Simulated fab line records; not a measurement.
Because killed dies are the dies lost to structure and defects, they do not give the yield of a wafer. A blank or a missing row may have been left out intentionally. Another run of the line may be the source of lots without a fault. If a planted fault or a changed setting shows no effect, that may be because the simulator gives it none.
A struck lot beside a sound one / flow sky130 / 30 out of 708 route steps
Sound: wafers L708.2, L708.4, L708.6. Struck: wafers L714.1, L714.3, L714.5. Last of all comes the cause.
For every step that has rows: the tool of each side, followed by ch and its chambers, followed by its first start. Under that, the readings that differ: sound wafers / struck wafers / difference of the means / sigmas: that difference in standard deviations of wafers without a fault.
alike: same words and numbers on both sides, and readings whose means sit less than 2 such deviations apart. not compared: any withheld reading, any reading some wafer has no value for, any bound like >300 that may hide the same value, and any number with overlapping values for which the record gives no deviation.
The two part at a step that has a row with sigmas, a row that says differs or no value, or rows on one side only. Non-overlapping numbers with no deviation appear without sigmas and do not part them. A reading that every wafer of one side lacks parts them only if that side has two wafers or more.

SKY_PWDE_STRIP_09: strips in O2/N2.
  sound on plasmaAsher-02 ch 0,1, day 4 22:52; struck on plasmaAsher-04 ch 0, day 6 20:16
  alike: drypumpMotorCurrentA, oesProductAu, stripTimeToEndpointS
  not compared: rfHoursCounterH
SKY_PWDE_TW_MEAS_10:
  sound on filmMetro-03, day 4 22:59; struck on filmMetro-04, day 6 20:22
reading=PWDE_TW; sound=368 367 367; struck=377 376 377; difference=+9; sigmas=+2
then, 7 steps without rows for these wafers: SKY_NWELL_DEHYDRATE_03 (time 60 s); SKY_NWELL_HMDS_04 (prime time 60 s); SKY_NWELL_COAT_05 (resist thk 3000 nm); SKY_NWELL_SOFTBAKE_06; SKY_NWELL_EXPOSE_07 (exposes mask NWM, target cd 840 nm); SKY_NWELL_PEB_08; SKY_NWELL_DEVELOP_09 (develop time 60 s).
SKY_NWELL_OVL_MEAS_10:
  sound on overlay-01, day 5 15:47; struck on overlay-02, day 7 16:35
  alike: NWELL_00_OVL
then, 2 steps without rows for these wafers: SKY_NWELL_IMPLANT_11; SKY_NWELL_IMPLANT_12.
SKY_NWELL_IMPLANT_13:
  sound on implanter-01 ch 0, day 5 16:09; struck on implanter-01 ch 0, day 7 16:55
reading=doseIonsCm2; sound=6.994e+11 7.003e+11 6.989e+11; struck=2.573e+11 2.579e+11 2.574e+11; difference=-4.420e+11; sigmas=-99 or more
reading=faradayCurrentUA; sound=3.96 3.88 4.00; struck=1.44 1.42 1.43; difference=-2.52; sigmas=-37
  alike: beamEnergyKeV
SKY_NWELL_STRIP_14: strips in O2/N2.
  sound on plasmaAsher-02 ch 0,1, day 5 16:16; struck on plasmaAsher-01 ch 0,1, day 7 17:04
  alike: drypumpMotorCurrentA, oesProductAu, stripTimeToEndpointS
  not compared: rfHoursCounterH
SKY_NWELL_TW_MEAS_15:
  sound on filmMetro-03, day 5 16:23; struck on filmMetro-04, day 7 17:10
  alike: NWELL_TW
then, 7 steps without rows for these wafers: SKY_NWELL_DEHYDRATE_16 (time 60 s); SKY_NWELL_HMDS_17 (prime time 60 s); SKY_NWELL_COAT_18 (resist thk 3000 nm); SKY_NWELL_SOFTBAKE_19; SKY_NWELL_EXPOSE_20 (exposes mask NWM COMPLEMENT, target cd 840 nm); SKY_NWELL_PEB_21; SKY_NWELL_DEVELOP_22 (develop time 60 s).
SKY_NWELL_OVL_MEAS_23:
  sound on overlay-01, day 6 09:41; struck on overlay-02, day 8 13:59
  alike: NWELL_01_OVL
after that, 1 step had no rows for these wafers: SKY_NWELL_IMPLANT_24.
SKY_NWELL_STRIP_25: strips in O2/N2.
  sound on plasmaAsher-04 ch 0, day 6 09:52; struck on plasmaAsher-01 ch 0,1, day 8 14:10
reading=drypumpMotorCurrentA (A); sound=5.8 5.8 5.7; struck=5.9 4.7 4.7; difference=-0.7; sigmas=-2
  alike: oesProductAu, stripTimeToEndpointS
  not compared: rfHoursCounterH
SKY_NWELL_TW_MEAS_26:
  sound on filmMetro-04, day 6 09:59; struck on filmMetro-04, day 8 14:16
  alike: NWELL_2_TW
then, 1 step without rows for these wafers: SKY_NWELL_CLEAN_27 (cleans in SC1/SC2, time 150 s).
SKY_NWELL_RTA_28: time 30 s.
  sound on rtpAnneal-01 ch 0, day 6 10:06; struck on rtpAnneal-02 ch 0, day 8 14:23
  alike: chamberO2Ppm, lampPowerPct, wafer_temp_C_max
SKY_NWELL_RS_MEAS_29: a four-point-probe measurement.
  sound on filmMetro-03, day 6 10:12; struck on filmMetro-01, day 8 14:50
reading=NWELL_RS (ohm/sq); sound=623.1 624.5 625.0; struck=639.8 640.4 641.2; difference=+16.3; sigmas=+11
  not compared: hold
-- the record jumps here: 43 days lie between the struck wafers' starts before and after (it left off in module NWELL and takes up again in module PAD_OPEN, whose first step shown is number 708 of the route) --
SKY_PAD_OPEN_PROBE_99:
  sound on prober-02, day 46 23:00; struck on prober-01, day 51 13:01
reading=model.etest.nfet_16v.rOnOhmUm; sound=1.419e+04 1.417e+04 1.428e+04; struck=1.456e+04 1.467e+04 1.462e+04; difference=+4.033e+02; sigmas=
reading=model.etest.pfetG5v0d10v5.rOnOhmUm; sound=4734 4803 4846; struck=4442 4536 4476; difference=-310; sigmas=
reading=model.etest.tipP.rsOhmSq; sound=6882 6872 6921; struck=6654 6668 6606; difference=-249; sigmas=
reading=model.etest.pfet_01v8.rOnOhmUm; sound=2858 2852 2884; struck=2735 2815 2764; difference=-93; sigmas=
reading=model.etest.tip_p_5v.rsOhmSq; sound=2860 2884 2856; struck=2784 2783 2770; difference=-88; sigmas=
reading=model.etest.pfetG5v0d10v5.driveUaUm; sound=337.3 332.7 334; struck=369.1 359.9 366.6; difference=+30.5; sigmas=
reading=model.etest.pfet_01v8_lvt.driveUaUm; sound=175.6 175 174.5; struck=191.7 186.5 190.5; difference=+14.5; sigmas=
reading=model.etest.pfet_16v.driveUaUm; sound=241.5 242.3 240.4; struck=252.4 256.1 250.6; difference=+11.6; sigmas=
  alike: killed_at_M0_to_M3, killed_at_M4_up, killedAtContacts, killedAtFrontEnd, killedAtOther, killedDies, killedOpen, killedShort

## WHERE THEY PART
Earliest at SKY_PWDE_TW_MEAS_10; latest, in this record, at SKY_NWELL_RS_MEAS_29. Later steps at which nothing parts them and some readings are alike: SKY_PAD_OPEN_PROBE_99.

WHY: what had been put in by the simulator
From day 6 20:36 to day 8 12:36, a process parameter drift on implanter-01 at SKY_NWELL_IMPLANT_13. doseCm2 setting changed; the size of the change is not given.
